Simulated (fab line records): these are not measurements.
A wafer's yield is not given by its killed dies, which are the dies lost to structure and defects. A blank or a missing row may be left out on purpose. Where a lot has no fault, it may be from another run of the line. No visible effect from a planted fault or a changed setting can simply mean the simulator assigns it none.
fab line records	flow gf180mcu	part 1 of 2: steps 1 to 29 of 41
[record] lots = 5	wafers = 15	lastDay = 34
route steps=602 shown DUAL_GATE@150 POLY_GATE@157 HV_LDD@176
lots that met no fault: from a run of the same line without faults
startH: hours from the record's first day to the start of the lot's first wafer shown	waitH: hours from the lot's prior step to this one	" unchanged from the row above	L1.1+2: a row that stands for several wafers	- no value, or no start given	* or withheld: withheld	< > ~ a bound
route shown NAME@n: names a module that has steps shown in the file, with the first one's number in the route	usual: the fault-free wafers' mean and standard deviation	same: alike in all rows	chamber/n: place in a boat	sites: each site's reading	_std_site: how widely they spread, as a standard deviation	_edge_site: mean of outer sites minus mean of inner sites	radiusMm: how far each site lies from the wafer's centre	mask NAME#n: copy n	behind: tool/chamber where the wafer was last shaped	hold: why the lot was held/for how many hours/how that ended	device: names the non-switching transistor (n, p or np)	end of line: tests run on the same wafers once the route is complete	a step given without rows: its recipe and nothing more	killed: not the wafer's yield, but the dies lost to structure and defects at the first sort	map: dies across one wafer; x = killed, . = not, _ = none there
set.NAME: the setting the step ran with; set.NAME@STEP: the setting that earlier step ran with	model.NAME: the simulator's own value behind a step, which no gauge read
lots at selected steps of the route; one table per step, one row per wafer
services: from which hour (startH, from the record's first day; less than 0 if before it) a tool's chamber was out of use, for how many hours, and why
[[steps]]
[step GF_DUAL_GATE_PEB_09]
[recipe] tempC = withheld	timeS = *	resist = NOVOLAK
lot.wafer	tool	chamber	startH	waitH
L086.1+2+6	lithoTrack-01	0	-	-
L091.1+3+6	lithoTrack-02	0	-	-
L093.3+4+6	lithoTrack-01	0	-	-
L095.2+3+6	lithoTrack-04	0	-	-
L097.1+3+4	lithoTrack-01	0	-	-
[step GF_DUAL_GATE_DEVELOP_10]
[recipe] developTimeS = 60	devTempC = 23
lot.wafer	tool	chamber	startH	waitH
L086.1+2+6	lithoTrack-01	0	261.85	0.1
L091.1+3+6	lithoTrack-02	0	297.78	0.1
L093.3+4+6	lithoTrack-01	0	311.55	0.1
L095.2+3+6	lithoTrack-04	0	325.67	0.1
L097.1+3+4	lithoTrack-01	0	339.95	0.1
[step GF_DUAL_GATE_OVL_MEAS_11]
[usual] DUAL_GATE_OVL = 0.0/1.3
lot.wafer	tool	chamber	startH	waitH	DUAL_GATE_OVL[nm]
L086.1	overlay-01	-	262.00	0.1	-0.8
L086.2	"	-	"	"	-1.3
L086.6	"	-	"	"	-0.7
L091.1	overlay-02	-	297.93	0.1	2.1
L091.3	"	-	"	"	1.5
L091.6	"	-	"	"	0.5
L093.3	overlay-02	-	311.67	0.1	-0.5
L093.4	"	-	"	"	-1.2
L093.6	"	-	"	"	0.8
L095.2	overlay-02	-	325.80	0.1	-0.3
L095.3	"	-	"	"	-1.2
L095.6	"	-	"	"	-0.7
L097.1	overlay-01	-	340.10	0.1	-1.3
L097.3	"	-	"	"	0.9
L097.4	"	-	"	"	-1.2
[step GF_DUAL_GATE_WET_ETCH_12]
[recipe] chemistry = dHF	targetDepthNm = 13	dry = n2Spin	target = SiO2	tempC = 25	dilution = 100:1	timeS = 260
lot.wafer	tool	chamber	startH	waitH
L086.1+2+6	wetBench-03	0	262.04	0.0
L091.1+3+6	wetBench-02	3	297.96	0.0
L093.3+4+6	wetBench-02	1	311.69	0.0
L095.2+3+6	wetBench-03	3	325.83	0.0
L097.1+3+4	wetBench-02	0	340.14	0.0
[step GF_DUAL_GATE_STRIP_13]
[recipe] chemistry = O2/N2	powerW = 1400	pressureMtorr = 1500	platenTempC = 250	o2FlowSccm = 3000	n2FlowSccm = 300	overashFraction = 0.5
[usual] drypumpMotorCurrentA = 6.0/0.44	heaterPowerW = 319/33	oesProductAu = 0.716/0.0047	stripTimeToEndpointS = 12.64/0.032
[same] overashFraction = 0.5
lot.wafer	tool	chamber	startH	waitH	drypumpMotorCurrentA	heaterPowerW	oesProductAu	rfHoursCounterH	stripTimeToEndpointS
L086.1	plasmaAsher-04	0	262.13	0.0	5.3	337	0.716	61	12.58
L086.2	"	1	"	"	5.8	268	0.720	61	12.57
L086.6	"	1	"	"	5.8	275	0.712	-	12.57
L091.1	plasmaAsher-02	1	298.05	0.0	6.1	319	0.722	51	12.62
L091.3	"	1	"	"	6.1	310	0.717	-	12.63
L091.6	"	0	"	"	6.2	363	0.715	-	12.64
L093.3	plasmaAsher-01	1	311.80	0.0	6.6	295	0.727	-	12.65
L093.4	"	0	"	"	6.7	308	0.718	-	12.67
L093.6	"	0	"	"	6.7	307	0.712	-	12.65
L095.2	plasmaAsher-04	0	325.91	0.0	5.3	328	0.716	67	12.64
L095.3	"	1	"	"	5.8	278	0.720	-	12.64
L095.6	"	0	"	"	5.3	322	0.713	-	12.69
L097.1	plasmaAsher-01	0	340.33	0.0	6.7	303	0.713	22	12.67
L097.3	"	1	"	"	6.6	301	0.718	-	12.68
L097.4	"	0	"	"	6.7	313	0.716	-	12.67
[step GF_DUAL_GATE_CLEAN_14]
[recipe] chemistry = SC1/SC2	mix = 1:4:20	tempC = 70	timeS = 150	dry = n2Spin
lot.wafer	tool	chamber	startH	waitH
L086.1+2+6	wetBench-02	3	262.23	0.1
L091.1+3+6	wetBench-01	0	298.15	0.1
L093.3+4+6	wetBench-03	1	311.87	0.0
L095.2+3+6	wetBench-02	0	326.01	0.1
L097.1+3+4	wetBench-01	2	340.43	0.1
[step GF_DUAL_GATE_OXIDATION_15]
[recipe] tempC = 850	ambient = O2	stabiliseS = 600	purgeS = 300	targetThkA = 70.98	oxTimeS = 1995
[usual] spikeTcCentreC = 851.4/1.2
lot.wafer	tool	chamber	startH	waitH	spikeTcCentreC
L086.1	furnace-02	0	262.53	0.2	850.7
L086.2	"	0	"	"	850.9
L086.6	"	0	"	"	852.7
L091.1	furnace-01	0	298.89	0.7	853.2
L091.3	"	0	"	"	850.3
L091.6	"	0	"	"	850.4
L093.3	furnace-01	0	311.92	0.0	852.0
L093.4	"	0	"	"	852.1
L093.6	"	0	"	"	852.0
L095.2	furnace-01	0	326.51	0.5	853.7
L095.3	"	0	"	"	851.2
L095.6	"	0	"	"	852.6
L097.1	furnace-01	0	340.97	0.5	852.4
L097.3	"	0	"	"	852.9
L097.4	"	0	"	"	853.3
[step GF_POLY_GATE_CVD_00]
[recipe] material = poly-Si	targetThkNm = 200	tempC = 620	timeS = 1200	pressureMtorr = 200
[usual] spikeTcCentreC = 621.4/1.7
lot.wafer	tool	chamber	startH	waitH	spikeTcCentreC
L086.1	lpcvd-02	0	264.54	0.5	620.4
L086.2	"	0	"	"	620.5
L086.6	"	0	"	"	619.5
L091.1	lpcvd-02	1	300.45	0.0	623.8
L091.3	"	1	"	"	623.0
L091.6	"	1	"	"	623.7
L093.3	lpcvd-02	1	313.47	0.0	623.7
L093.4	"	1	"	"	622.1
L093.6	"	1	"	"	624.3
L095.2	lpcvd-02	0	328.07	0.0	621.9
L095.3	"	0	"	"	620.5
L095.6	"	0	"	"	619.9
L097.1	lpcvd-01	0	342.52	0.0	621.4
L097.3	"	0	"	"	618.3
L097.4	"	0	"	"	618.7
[step GF_POLY_GATE_THK_MEAS_01]
[recipe] reads = poly-Si_of_POLY_GATE_CVD_00
[usual] POLY_GATE_CVD_00_THK = 200.3/1.7
lot.wafer	tool	chamber	startH	waitH	POLY_GATE_CVD_00_THK[nm]
L086.1	filmMetro-03	-	266.54	0.0	201.9
L086.2	"	-	"	"	202.1
L086.6	"	-	"	"	202.1
L091.1	filmMetro-01	-	301.78	0.0	200.8
L091.3	"	-	"	"	200.5
L091.6	"	-	"	"	203.0
L093.3	filmMetro-01	-	314.83	0.0	200.6
L093.4	"	-	"	"	201.7
L093.6	"	-	"	"	200.5
L095.2	filmMetro-02	-	329.41	0.0	200.7
L095.3	"	-	"	"	200.0
L095.6	"	-	"	"	199.6
L097.1	filmMetro-02	-	343.86	0.0	196.8
L097.3	"	-	"	"	198.2
L097.4	"	-	"	"	198.8
[step GF_POLY_GATE_DEHYDRATE_02]
[recipe] tempC = 200	timeS = 60
lot.wafer	tool	chamber	startH	waitH
L086.1+2+6	lithoTrack-02	0	275.28	8.7
L091.1+3+6	lithoTrack-02	0	311.53	9.7
L093.3+4+6	lithoTrack-01	0	325.00	10.2
L095.2+3+6	lithoTrack-02	0	338.95	9.5
L097.1+3+4	lithoTrack-02	0	354.08	10.2
[step GF_POLY_GATE_HMDS_03]
[recipe] primeTimeS = 60	primeTempC = 120
lot.wafer	tool	chamber	startH	waitH
L086.1+2+6	lithoTrack-02	0	275.43	0.1
L091.1+3+6	lithoTrack-02	0	311.68	0.1
L093.3+4+6	lithoTrack-01	0	325.15	0.1
L095.2+3+6	lithoTrack-02	0	339.10	0.1
L097.1+3+4	lithoTrack-02	0	354.23	0.1
[step GF_POLY_GATE_COAT_04]
[recipe] resist = BARC	tempC = withheld	timeS = withheld	spinRpm = withheld	resistThkNm = withheld
[usual] dispensePressureKPa = 51.5/1.5
lot.wafer	tool	chamber	startH	waitH	dispensePressureKPa
L086.1	lithoTrack-02	0	275.58	0.1	51.3
L086.2	"	0	"	"	51.3
L086.6	"	0	"	"	51.3
L091.1	lithoTrack-02	0	311.83	0.1	51.3
L091.3	"	0	"	"	51.3
L091.6	"	0	"	"	51.2
L093.3	lithoTrack-01	0	325.30	0.1	50.1
L093.4	"	0	"	"	50.1
L093.6	"	0	"	"	50.1
L095.2	lithoTrack-02	0	339.25	0.1	51.3
L095.3	"	0	"	"	51.3
L095.6	"	0	"	"	51.2
L097.1	lithoTrack-02	0	354.38	0.1	51.2
L097.3	"	0	"	"	51.2
L097.4	"	0	"	"	51.2
[step GF_POLY_GATE_COAT_05]
[recipe] resist = KrF	spinRpm = withheld	resistThkNm = 700
[usual] dispensePressureKPa = 51.5/1.6
lot.wafer	tool	chamber	startH	waitH	dispensePressureKPa
L086.1	lithoTrack-02	0	-	-	51.3
L086.2	"	0	"	"	51.2
L086.6	"	0	"	"	51.3
L091.1	lithoTrack-02	0	-	-	51.2
L091.3	"	0	"	"	51.2
L091.6	"	0	"	"	51.2
L093.3	lithoTrack-01	0	-	-	50.1
L093.4	"	0	"	"	50.0
L093.6	"	0	"	"	50.1
L095.2	lithoTrack-02	0	-	-	51.3
L095.3	"	0	"	"	51.3
L095.6	"	0	"	"	51.3
L097.1	lithoTrack-02	0	-	-	51.2
L097.3	"	0	"	"	51.2
L097.4	"	0	"	"	51.2
[step GF_POLY_GATE_SOFTBAKE_06]
[recipe] tempC = 130	timeS = 60	resist = KrF
lot.wafer	tool	chamber	startH	waitH
L086.1+2+6	lithoTrack-02	0	-	-
L091.1+3+6	lithoTrack-02	0	-	-
L093.3+4+6	lithoTrack-01	0	-	-
L095.2+3+6	lithoTrack-02	0	-	-
L097.1+3+4	lithoTrack-02	0	-	-
[step GF_POLY_GATE_EXPOSE_07]
[recipe] maskId = Poly2	targetCdNm = 280	na = 0.68	sourceShape = conventional	sigmaOuter = 0.6	doseMj = 28
[usual] reticleTempC = 22.99/0.11
lot.wafer	tool	chamber	startH	waitH	mask	reticleTempC
L086.1	krfScanner-02	0	-	-	Poly2#0	22.81
L086.2	"	0	"	"	Poly2#0	22.91
L086.6	"	0	"	"	Poly2#0	22.85
L091.1	krfScanner-01	0	-	-	Poly2#0	23.12
L091.3	"	0	"	"	Poly2#0	22.98
L091.6	"	0	"	"	Poly2#0	23.12
L093.3	krfScanner-02	0	-	-	Poly2#0	22.91
L093.4	"	0	"	"	Poly2#0	22.92
L093.6	"	0	"	"	Poly2#0	22.91
L095.2	krfScanner-02	0	-	-	Poly2#0	22.95
L095.3	"	0	"	"	Poly2#0	22.99
L095.6	"	0	"	"	Poly2#0	23.04
L097.1	krfScanner-01	0	-	-	Poly2#0	23.09
L097.3	"	0	"	"	Poly2#0	23.14
L097.4	"	0	"	"	Poly2#0	23.00
[step GF_POLY_GATE_PEB_08]
[recipe] pebTempC = 135	pebTimeS = 90	resist = KrF
lot.wafer	tool	chamber	startH	waitH
L086.1+2+6	lithoTrack-02	0	-	-
L091.1+3+6	lithoTrack-02	0	-	-
L093.3+4+6	lithoTrack-03	0	-	-
L095.2+3+6	lithoTrack-02	0	-	-
L097.1+3+4	lithoTrack-01	0	-	-
[step GF_POLY_GATE_DEVELOP_09]
[recipe] developTimeS = 60	resist = KrF	devTempC = 21
lot.wafer	tool	chamber	startH	waitH
L086.1+2+6	lithoTrack-02	0	285.73	0.2
L091.1+3+6	lithoTrack-02	0	322.18	0.2
L093.3+4+6	lithoTrack-03	0	336.54	0.1
L095.2+3+6	lithoTrack-02	0	350.15	0.2
L097.1+3+4	lithoTrack-01	0	365.70	0.2
[step GF_POLY_GATE_CD_MEAS_10]
[recipe] targetCdNm = 280
[usual] cdNm = 280.0/1.3
lot.wafer	tool	chamber	startH	waitH	cdNm
L086.1	cdSem-02	-	285.88	0.1	280.6
L086.2	"	-	"	"	280.2
L086.6	"	-	"	"	280.9
L091.1	cdSem-01	-	322.33	0.1	279.8
L091.3	"	-	"	"	280.5
L091.6	"	-	"	"	279.8
L093.3	cdSem-02	-	336.68	0.1	278.9
L093.4	"	-	"	"	280.5
L093.6	"	-	"	"	279.1
L095.2	cdSem-02	-	350.30	0.1	280.1
L095.3	"	-	"	"	280.1
L095.6	"	-	"	"	280.0
L097.1	cdSem-02	-	365.85	0.1	281.8
L097.3	"	-	"	"	282.2
L097.4	"	-	"	"	281.5
[step GF_POLY_GATE_OVL_MEAS_11]
[usual] POLY_GATE_OVL = 0/5.8
lot.wafer	tool	chamber	startH	waitH	POLY_GATE_OVL[nm]
L086.1	overlay-02	-	286.00	0.1	4
L086.2	"	-	"	"	2
L086.6	"	-	"	"	-4
L091.1	overlay-01	-	322.45	0.1	2
L091.3	"	-	"	"	-2
L091.6	"	-	"	"	7
L093.3	overlay-02	-	336.77	0.1	-1
L093.4	"	-	"	"	-4
L093.6	"	-	"	"	-2
L095.2	overlay-01	-	350.40	0.1	7
L095.3	"	-	"	"	-3
L095.6	"	-	"	"	-8
L097.1	overlay-02	-	365.97	0.1	6
L097.3	"	-	"	"	7
L097.4	"	-	"	"	-1
[step GF_POLY_GATE_ETCH_12]
[recipe] chemistry = N2/H2	targetDepthA = withheld	overetchA = withheld	timeS = withheld	target = BARC	ionEnergyEv = 200	sourceW = 500	biasW = 100	pressureMtorr = 30	n2FlowSccm = 100	h2FlowSccm = 200
[usual] drypumpMotorCurrentA = 5.9/0.36	oesProductAu = 0.735/0.0044	rfFwdPowerW = 496.0/1.7	throttleValvePct = 13.213/0.0089
lot.wafer	tool	chamber	startH	waitH	drypumpMotorCurrentA	oesProductAu	rfFwdPowerW	throttleValvePct
L086.1	rieDiel-02	0	286.04	0.0	5.5	0.734	494.8	13.219
L086.2	"	3	"	"	6.0	0.737	496.6	13.221
L086.6	"	2	"	"	6.0	0.732	495.9	13.207
L091.1	rieDiel-04	2	322.48	0.0	5.7	0.739	492.1	13.201
L091.3	"	3	"	"	5.8	0.738	499.1	13.195
L091.6	"	2	"	"	5.7	0.739	493.4	13.214
L093.3	rieDiel-01	1	336.79	0.0	5.3	0.728	496.1	13.197
L093.4	"	2	"	"	5.8	0.740	496.3	13.213
L093.6	"	2	"	"	5.8	0.742	494.6	13.225
L095.2	rieDiel-02	3	350.43	0.0	5.9	0.735	498.2	13.195
L095.3	"	1	"	"	6.2	0.730	497.9	13.222
L095.6	"	0	"	"	5.6	0.735	495.8	13.227
L097.1	rieDiel-02	3	366.01	0.0	6.0	0.735	494.6	13.214
L097.3	"	2	"	"	6.1	0.735	494.8	13.217
L097.4	"	0	"	"	5.5	0.737	496.0	13.225
[step GF_POLY_GATE_ETCH_13]
[recipe] target = poly-Si	targetDepthNm = 198.5	stopOn = SiO2	overEtchFrac = 0.403	chemistry = HBr/Cl2	icpW = 400	biasW = 100	pressureMtorr = 10	HBr_flow_sccm = 150	Cl2_flow_sccm = 50	timeS = 69.6
[usual] drypumpMotorCurrentA = 5.7/0.44	oesProductAu = 0.989/0.0072	rfFwdPowerW = 396.9/1.3	throttleValvePct = 33.685/0.0089
lot.wafer	tool	chamber	startH	waitH	drypumpMotorCurrentA	oesProductAu	rfFwdPowerW	rfHoursCounterH	throttleValvePct
L086.1	rieSi-02	3	286.09	-	5.4	0.988	398.4	72	33.697
L086.2	"	1	"	"	5.3	0.989	396.8	62	33.695
L086.6	"	3	"	"	5.4	0.990	397.7	-	33.672
L091.1	rieSi-02	0	322.54	-	6.3	0.981	398.3	4	33.675
L091.3	"	1	"	"	5.3	0.981	398.0	63	33.703
L091.6	"	0	"	"	6.3	0.998	397.3	-	33.681
L093.3	rieSi-01	1	336.84	-	5.4	0.988	398.3	0	33.679
L093.4	"	0	"	"	5.7	1.000	397.6	82	33.681
L093.6	"	0	"	"	5.7	0.995	396.6	-	33.673
L095.2	rieSi-02	0	350.48	-	6.3	1.002	395.3	5	33.676
L095.3	"	3	"	"	5.4	0.985	396.9	73	33.696
L095.6	"	0	"	"	6.3	1.002	395.1	-	33.670
L097.1	rieSi-01	3	366.06	-	5.2	0.992	396.6	3	33.695
L097.3	"	2	"	"	6.4	0.988	397.0	6	33.682
L097.4	"	1	"	"	5.4	0.989	395.5	0	33.705
[step GF_POLY_GATE_STRIP_14]
[recipe] chemistry = O2/N2	powerW = 1400	pressureMtorr = 1500	platenTempC = 250	o2FlowSccm = 3000	n2FlowSccm = 300	overashFraction = 0.5
[usual] drypumpMotorCurrentA = 6.23/0.26	heaterPowerW = 330/24	oesProductAu = 0.505/0.005
[same] overashFraction = 0.5
lot.wafer	tool	chamber	startH	waitH	drypumpMotorCurrentA	heaterPowerW	oesProductAu	rfHoursCounterH
L086.1	plasmaAsher-02	1	286.14	0.0	6.07	312	0.496	50
L086.2	"	0	"	"	6.23	369	0.505	50
L086.6	"	1	"	"	6.08	313	0.503	-
L091.1	plasmaAsher-03	0	322.59	0.0	5.96	345	0.509	69
L091.3	"	1	"	"	6.11	318	0.502	-
L091.6	"	0	"	"	5.98	359	0.504	-
L093.3	plasmaAsher-03	0	336.93	0.1	5.98	356	0.504	-
L093.4	"	1	"	"	6.11	319	0.498	-
L093.6	"	1	"	"	6.12	318	0.506	-
L095.2	plasmaAsher-03	1	350.54	0.0	6.16	314	0.514	72
L095.3	"	1	"	"	6.16	319	0.503	-
L095.6	"	1	"	"	6.13	321	0.502	-
L097.1	plasmaAsher-02	1	366.11	0.0	6.09	318	0.501	58
L097.3	"	1	"	"	6.06	315	0.507	-
L097.4	"	0	"	"	6.21	358	0.505	-
[step GF_POLY_GATE_CLEAN_15]
[recipe] chemistry = SC1/SC2	mix = 1:4:20	tempC = 70	timeS = 150	dry = n2Spin
lot.wafer	tool	chamber	startH	waitH
L086.1+2+6	wetBench-03	2	286.24	0.1
L091.1+3+6	wetBench-01	3	322.69	0.1
L093.3+4+6	wetBench-04	2	337.00	0.0
L095.2+3+6	wetBench-04	3	350.64	0.1
L097.1+3+4	wetBench-03	1	366.21	0.1
[step GF_POLY_GATE_OXIDATION_16]
[recipe] tempC = 850	ambient = O2	stabiliseS = 600	purgeS = 300	targetThkA = 40	oxTimeS = 899
[usual] spikeTcCentreC = 851.0/1.2
lot.wafer	tool	chamber	startH	waitH	spikeTcCentreC
L086.1	furnace-01	0	286.76	0.5	852.7
L086.2	"	0	"	"	852.9
L086.6	"	0	"	"	852.7
L091.1	furnace-02	0	322.74	0.0	850.3
L091.3	"	0	"	"	850.6
L091.6	"	0	"	"	851.6
L093.3	furnace-01	0	337.60	0.5	851.6
L093.4	"	0	"	"	850.5
L093.6	"	0	"	"	851.9
L095.2	furnace-02	0	351.82	1.1	849.2
L095.3	"	0	"	"	849.4
L095.6	"	0	"	"	849.9
L097.1	furnace-01	0	366.77	0.5	851.3
L097.3	"	0	"	"	850.8
L097.4	"	0	"	"	850.1
[step GF_POLY_GATE_THK_MEAS_17]
[recipe] reads = SiO2_of_POLY_GATE_OXIDATION_16
[usual] POLY_GATE_OXIDATION_THK = 3.98/0.088
lot.wafer	tool	chamber	startH	waitH	POLY_GATE_OXIDATION_THK[nm]
L086.1	filmMetro-01	-	288.01	0.0	4.14
L086.2	"	-	"	"	4.10
L086.6	"	-	"	"	4.04
L091.1	filmMetro-01	-	323.99	0.0	3.87
L091.3	"	-	"	"	3.89
L091.6	"	-	"	"	3.91
L093.3	filmMetro-01	-	338.90	0.1	4.06
L093.4	"	-	"	"	4.10
L093.6	"	-	"	"	4.03
L095.2	filmMetro-01	-	353.08	0.0	4.00
L095.3	"	-	"	"	3.96
L095.6	"	-	"	"	3.99
L097.1	filmMetro-02	-	368.02	0.0	3.99
L097.3	"	-	"	"	3.96
L097.4	"	-	"	"	3.92
[step GF_POLY_GATE_CD_MEAS_18]
[usual] cdNm = 280.1/1.7
lot.wafer	tool	chamber	startH	waitH	cdNm
L086.1	cdSem-02	-	288.07	0.1	281.2
L086.2	"	-	"	"	281.5
L086.6	"	-	"	"	281.1
L091.1	cdSem-02	-	324.05	0.1	278.7
L091.3	"	-	"	"	280.6
L091.6	"	-	"	"	278.7
L093.3	cdSem-01	-	339.00	0.1	277.8
L093.4	"	-	"	"	280.0
L093.6	"	-	"	"	278.9
L095.2	cdSem-02	-	353.16	0.1	279.8
L095.3	"	-	"	"	279.1
L095.6	"	-	"	"	278.0
L097.1	cdSem-02	-	368.08	0.1	281.1
L097.3	"	-	"	"	282.4
L097.4	"	-	"	"	281.1
[step GF_HV_LDD_DEHYDRATE_00]
[recipe] tempC = 200	timeS = 60
lot.wafer	tool	chamber	startH	waitH
L086.1+2+6	lithoTrack-03	0	297.59	9.5
L091.1+3+6	lithoTrack-03	0	334.49	10.4
L093.3+4+6	lithoTrack-03	0	349.39	10.4
L095.2+3+6	lithoTrack-03	0	364.01	10.8
L097.1+3+4	lithoTrack-04	0	379.00	10.9
[step GF_HV_LDD_HMDS_01]
[recipe] primeTimeS = 60	primeTempC = 120
lot.wafer	tool	chamber	startH	waitH
L086.1+2+6	lithoTrack-03	0	297.74	0.1
L091.1+3+6	lithoTrack-03	0	334.64	0.1
L093.3+4+6	lithoTrack-03	0	349.54	0.1
L095.2+3+6	lithoTrack-03	0	364.16	0.1
L097.1+3+4	lithoTrack-04	0	379.15	0.1
[step GF_HV_LDD_COAT_02]
[recipe] resist = NOVOLAK	spinRpm = 3000	resistThkNm = 1000
[usual] dispensePressureKPa = 52.9/1.6
lot.wafer	tool	chamber	startH	waitH	dispensePressureKPa
L086.1	lithoTrack-03	0	297.89	0.1	54.1
L086.2	"	0	"	"	54.1
L086.6	"	0	"	"	54.0
L091.1	lithoTrack-03	0	334.79	0.1	54.1
L091.3	"	0	"	"	54.1
L091.6	"	0	"	"	54.0
L093.3	lithoTrack-03	0	349.69	0.1	54.0
L093.4	"	0	"	"	54.0
L093.6	"	0	"	"	54.0
L095.2	lithoTrack-03	0	364.31	0.1	54.1
L095.3	"	0	"	"	54.0
L095.6	"	0	"	"	54.1
L097.1	lithoTrack-04	0	379.30	0.1	52.7
L097.3	"	0	"	"	52.7
L097.4	"	0	"	"	52.7
